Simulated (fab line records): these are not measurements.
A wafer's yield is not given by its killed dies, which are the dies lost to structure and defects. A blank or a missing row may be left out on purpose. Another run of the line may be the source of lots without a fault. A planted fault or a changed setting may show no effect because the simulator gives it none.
A lot that was struck, set against a sound lot || flow sky130 || 14 steps out of a route of 708
Sound: wafers L139.4, L139.5, L139.6. Wafers L143.1, L143.4, L143.5 were the ones struck. At the end, the cause is stated.
Order at every step that has rows: each side's tool, ch and its chambers, its first start. Under that, the readings that differ: sound wafers || struck wafers || difference of the means || sigmas: that difference in standard deviations of wafers without a fault.
alike: readings with means less than 2 such deviations apart, plus words and numbers identical on both sides. not compared: withheld readings, readings lacking a value on some wafer, bounds such as >300 that could conceal the same value, and numbers that have no deviation in the record and whose values overlap.
The two part at a step that has a row with sigmas, a row that says differs or no value, or rows on one side only. When numbers do not overlap yet have no deviation, they are printed without sigmas and do not part them. A reading that every wafer of one side lacks parts them only if that side has two wafers or more.

first, 1 step without rows for these wafers: SKY_SONOS_ONO_WET_ETCH_16 (etches SiO2 in dHF, target depth 14 nm, time 280 s).
SKY_SONOS_ONO_STRIP_17: strips in O2/N2.
  sound on plasmaAsher-02 ch 0,1, day 16 17:10; struck on plasmaAsher-01 ch 0,1, day 18 05:10
  alike: drypumpMotorCurrentA, oesProductAu, stripTimeToEndpointS
  not compared: rfHoursCounterH
then, 3 steps without rows for these wafers: SKY_SONOS_ONO_WET_ETCH_18 (etches Si3N4 in H3PO4, target depth 15 nm, time 172 s); SKY_GATE_OXIDE_CLEAN_00 (cleans in SC1/SC2, time 150 s); SKY_GATE_OXIDE_OXIDATION_01 (stabilise 600 s, purge 300 s, target thk 10.268 nm).
SKY_GATE_OXIDE_THK_MEAS_02:
  sound on filmMetro-01, day 16 21:55; struck on filmMetro-03, day 18 08:34
{"reading": "GATE_OXIDE_OXIDATION_00_THK (nm)", "sound": "10.53 10.58 10.30", "struck": "9.92 9.82 9.96", "difference": -0.57, "sigmas": -3}
then, 6 steps without rows for these wafers: SKY_GATE_OXIDE_DEHYDRATE_03 (time 60 s); SKY_GATE_OXIDE_HMDS_04 (prime time 60 s); SKY_GATE_OXIDE_COAT_05 (resist thk 1140 nm); SKY_GATE_OXIDE_SOFTBAKE_06 (time 60 s); SKY_GATE_OXIDE_EXPOSE_07 (exposes mask LVOM, target cd 600 nm); SKY_GATE_OXIDE_PEB_08.
SKY_GATE_OXIDE_DEVELOP_09: develop time 60 s.
  struck on lithoTrack-01, day 19 14:45; sound on lithoTrack-01 ch 0, day 18 04:04
  no value came back on the struck wafers for chillPlateTempC (C), developTimeS (s), exhaustPa (Pa), resistLineTempC (C); on the sound wafers chillPlateTempC (C) reads 23.07 22.93 23.08
SKY_GATE_OXIDE_OVL_MEAS_10:
  sound on overlay-01, day 18 04:10; struck on overlay-01, day 19 14:54
{"reading": "GATE_OXIDE_OVL (nm)", "sound": "2.9 1.8 1.7", "struck": "- - -", "difference": "no value on the struck wafers", "sigmas": ""}

WHERE THEY PART
Earliest at SKY_GATE_OXIDE_THK_MEAS_02; latest, in this record, at SKY_GATE_OXIDE_OVL_MEAS_10.

WHY: the cause the simulator had injected
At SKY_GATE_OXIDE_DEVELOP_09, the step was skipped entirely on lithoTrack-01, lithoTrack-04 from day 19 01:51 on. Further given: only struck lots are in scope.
